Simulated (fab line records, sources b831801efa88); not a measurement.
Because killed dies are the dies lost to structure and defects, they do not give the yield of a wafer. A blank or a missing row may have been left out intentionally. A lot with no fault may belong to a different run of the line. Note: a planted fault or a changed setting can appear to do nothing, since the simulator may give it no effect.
Which tool was responsible? :: flow sky130 :: 6 lots with 18 wafers sampled at 4 steps, on a route of 708 steps

## WHAT THE GAUGES SHOWED, per wafer
SKY_METAL1_CD_MEAS_15: target cd 140 nm.
lot: L257
measured: day 34 06:13
on: cd_sem-02
cd_nm (nm): 140.5 140.7 141.8

lot: L265
measured: day 37 05:35
on: cd_sem-02
cd_nm (nm): 138.5 139.8 139.3

lot: L269
measured: day 38 05:56
on: cd_sem-02
cd_nm (nm): 142.5 143.4 141.3

lot: L271
measured: day 39 06:38
on: cd_sem-01
cd_nm (nm): 138.3 139.4 137.8

lot: L273
measured: day 39 09:42
on: cd_sem-02
cd_nm (nm): 142.0 142.0 141.8

lot: L275
measured: day 40 08:23
on: cd_sem-01
cd_nm (nm): 139.2 140.1 140.8

## WHAT TOOL EACH LOT RAN ON (gives the tool, then ch and the chambers of the sampled wafers, and finally the start)
lot: L257
SKY_CONTACT_ETCH_18: rie_diel-02 ch 0,1,3, day 33 03:16 or earlier
SKY_METAL1_SPUTTER_04: pvd_sputter-01, day 33 03:16
SKY_METAL1_SOFTBAKE_11: litho_track-01 ch 0, day 33 16:00

lot: L265
SKY_CONTACT_ETCH_18: rie_diel-01 ch 0,1,2, day 36 03:05 or earlier
SKY_METAL1_SPUTTER_04: pvd_sputter-01, day 36 03:05
SKY_METAL1_SOFTBAKE_11: litho_track-02 ch 0, day 36 16:00

lot: L269
SKY_CONTACT_ETCH_18: rie_diel-02 ch 0,1, day 37 02:55 or earlier
SKY_METAL1_SPUTTER_04: pvd_sputter-02, day 37 02:55
SKY_METAL1_SOFTBAKE_11: litho_track-01 ch 0, day 37 17:00

lot: L271
SKY_CONTACT_ETCH_18: rie_diel-02 ch 1,2,3, day 38 04:55 or earlier
SKY_METAL1_SPUTTER_04: pvd_sputter-02, day 38 04:55
SKY_METAL1_SOFTBAKE_11: litho_track-02 ch 0, day 38 18:00

lot: L273
SKY_CONTACT_ETCH_18: rie_diel-02 ch 0,1,2, day 38 08:41 or earlier
SKY_METAL1_SPUTTER_04: pvd_sputter-02, day 38 08:41
SKY_METAL1_SOFTBAKE_11: litho_track-01 ch 0, day 38 22:00

lot: L275
SKY_CONTACT_ETCH_18: rie_diel-04 ch 1,2,3, day 39 07:08 or earlier
SKY_METAL1_SPUTTER_04: pvd_sputter-04, day 39 07:08
SKY_METAL1_SOFTBAKE_11: litho_track-01 ch 0, day 39 20:00
- SKY_CONTACT_ETCH_18: etches Si3N4 in CHF3/O2, stops on TiN, time 39 s, target depth 75 nm.
- SKY_METAL1_SPUTTER_04: material TiN, target thk 70 nm, time 58.3 s.
- SKY_METAL1_SOFTBAKE_11: time 90 s.

## THE ANSWER, worked out from the rows above alone
Rule: what is usual is taken from the lots themselves. The widest of any qualifying gaps counts: lots, ordered by their means at a reading, are off when they make up no more than a third of the lots, leave a main group of 4 or more, and stand apart from it by 3 or more times the standard deviation of that group's means. The tables above print the reading to a certain number of digits; a main group whose means all agree to those digits is not used. A lot without any number at a reading at which 4 lots or more have one is off too. Where the step has rows for the other lots, those lots are counted as sound.
No lot is off on any of the readings shown, so nothing can be concluded from this.

## WHAT THE SIMULATOR HAD PUT IN
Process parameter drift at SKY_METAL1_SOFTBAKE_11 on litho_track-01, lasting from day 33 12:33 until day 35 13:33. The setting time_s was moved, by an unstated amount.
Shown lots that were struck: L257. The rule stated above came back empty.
